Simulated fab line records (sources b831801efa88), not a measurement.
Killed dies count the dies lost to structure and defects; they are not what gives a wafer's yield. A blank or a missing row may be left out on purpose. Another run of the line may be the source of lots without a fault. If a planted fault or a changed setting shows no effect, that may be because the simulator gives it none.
Struck lot and sound lot, side by side	flow sky130	17 steps out of a route of 708
Sound: these wafers, L494.2, L494.4, L494.6. The struck wafers were L506.1, L506.3, L506.6. The cause is given at the end.
For every step that has rows: the tool of each side, followed by ch and its chambers, followed by its first start. Under that, the readings that differ: sound wafers	struck wafers	difference of the means	sigmas: that difference in standard deviations of wafers without a fault.
alike: readings whose means differ by less than 2 such deviations, and words and numbers that are the same on both sides. not compared: withheld readings, readings that some wafer has no value for, bounds like >300 that may hide the same value, and numbers for which the record gives no deviation and whose values overlap.
Wherever a step has rows on one side only, a row that says differs or no value, or a row with sigmas, the two part there. Numbers that don't overlap but have no deviation are shown without sigmas and don't part them. A reading that every wafer of one side lacks parts them only if that side has two wafers or more.

SKY_VT_ADJUST_LVTN_OVL_MEAS_07:
  sound: overlay-01 at day 7 00:43; struck: overlay-01 at day 10 06:02
  alike: VT_ADJUST_LVTN_OVL
next, for these wafers, 1 step has no rows: SKY_VT_ADJUST_LVTN_IMPLANT_08.
SKY_VT_ADJUST_LVTN_STRIP_09: strips in O2/N2.
  sound on plasma-asher-02 ch 0,1, day 7 00:53; struck on plasma-asher-02 ch 1, day 10 06:14
  alike: chamber-pressure-mTorr, drypump-motor-current-A, n2-flow-sccm, oes-product-au, strip-time-to-endpoint-s
  not compared: rf-hours-counter-h
SKY_VT_ADJUST_LVTN_TW_MEAS_10:
  sound: film-metro-03 at day 7 01:00; struck: film-metro-04 at day 10 06:20
  alike: VT_ADJUST_LVTN_TW
then, 7 steps without rows for these wafers: SKY_VT_ADJUST_LVTN_DEHYDRATE_11 (time 60 s); SKY_VT_ADJUST_LVTN_HMDS_12 (prime time 60 s); SKY_VT_ADJUST_LVTN_COAT_13 (resist thk 1140 nm); SKY_VT_ADJUST_LVTN_SOFTBAKE_14 (time 60 s); SKY_VT_ADJUST_LVTN_EXPOSE_15 (exposes mask HVN STD DERIVED, target cd 600 nm); SKY_VT_ADJUST_LVTN_PEB_16; SKY_VT_ADJUST_LVTN_DEVELOP_17 (develop time 60 s).
SKY_VT_ADJUST_LVTN_OVL_MEAS_18:
  sound: overlay-02 at day 7 20:49; struck: overlay-01 at day 11 04:44
  alike: VT_ADJUST_LVTN_01_OVL
SKY_VT_ADJUST_LVTN_IMPLANT_19:
  sound on implanter-01 ch 0, day 7 20:52; struck on implanter-04 ch 0, day 11 04:47
reading	sound	struck	difference	sigmas
dose-ions-cm2	6.511e+11 6.516e+11 6.502e+11	4.698e+11 4.698e+11 4.691e+11	-1.814e+11	-99 or more
faraday-current-uA	3.66 3.73 3.74	2.55 2.68 2.69	-1.07	-15
  alike: beam-on-s
SKY_VT_ADJUST_LVTN_STRIP_20: strips in O2/N2.
  sound on plasma-asher-02 ch 0,1, day 7 20:59; struck on plasma-asher-03 ch 0,1, day 11 04:56
reading	sound	struck	difference	sigmas
drypump-motor-current-A (A)	6.07 6.35 6.31	5.70 5.70 6.18	-0.38	-2
  alike: chamber-pressure-mTorr, n2-flow-sccm, oes-product-au, strip-time-to-endpoint-s
  not compared: rf-hours-counter-h
SKY_VT_ADJUST_LVTN_TW_MEAS_21:
  sound: film-metro-02 at day 7 21:06; struck: film-metro-03 at day 11 05:02
reading	sound	struck	difference	sigmas
VT_ADJUST_LVTN_2_TW	184.8 184.7 183.6	169.4 170.2 170.1	-14.5	-7
then, 1 step without rows for these wafers: SKY_VT_ADJUST_NCORE_DEHYDRATE_00 (time 60 s).
-- a jump in the record: the struck wafers' starts before and after are 38 days apart (it breaks off in module VT_ADJUST_NCORE and resumes in module PAD_OPEN, where the first step shown is number 708 of the route) --
SKY_PAD_OPEN_PROBE_99:
  sound: prober-02 at day 45 22:34; struck: prober-02 at day 48 22:57
reading	sound	struck	difference	sigmas
model.etest.nfet-g5v0d10v5.body-rise-v (V)	0.6639 0.6802 0.6715	0.651 0.6559 0.651	-0.019	
model.etest.nfet_16v.body-rise-v (V)	0.6541 0.671 0.6639	0.6434 0.6479 0.6424	-0.0184	
model.etest.nfet-g5v0d10v5.vt-sat-v (V)	0.7693 0.7807 0.7803	0.7402 0.7506 0.7457	-0.0313	
model.etest.nfet-g5v0d10v5.vt-v (V)	0.8245 0.836 0.8357	0.8077 0.8169 0.8111	-0.0202	
  alike: killed_at_M0_to_M3, killed_at_M4_up, killed-at-contacts, killed-at-front-end, killed-at-other, killed-dies, killed-open, killed-short
  not compared: model.etest.res-pwell-under-gate.rs-ohm-sq, model.etest.nfet_16v.vt-v, model.etest.nfet-g5v0d10v5.vt-long-v

WHERE THEY PART
Earliest at SKY_VT_ADJUST_LVTN_IMPLANT_19; latest, in this record, at SKY_VT_ADJUST_LVTN_TW_MEAS_21. Later steps at which nothing parts them and some readings are alike: SKY_PAD_OPEN_PROBE_99.

WHY: the cause the simulator had injected
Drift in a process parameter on implanter-04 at SKY_VT_ADJUST_LVTN_IMPLANT_19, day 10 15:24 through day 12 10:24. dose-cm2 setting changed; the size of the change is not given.
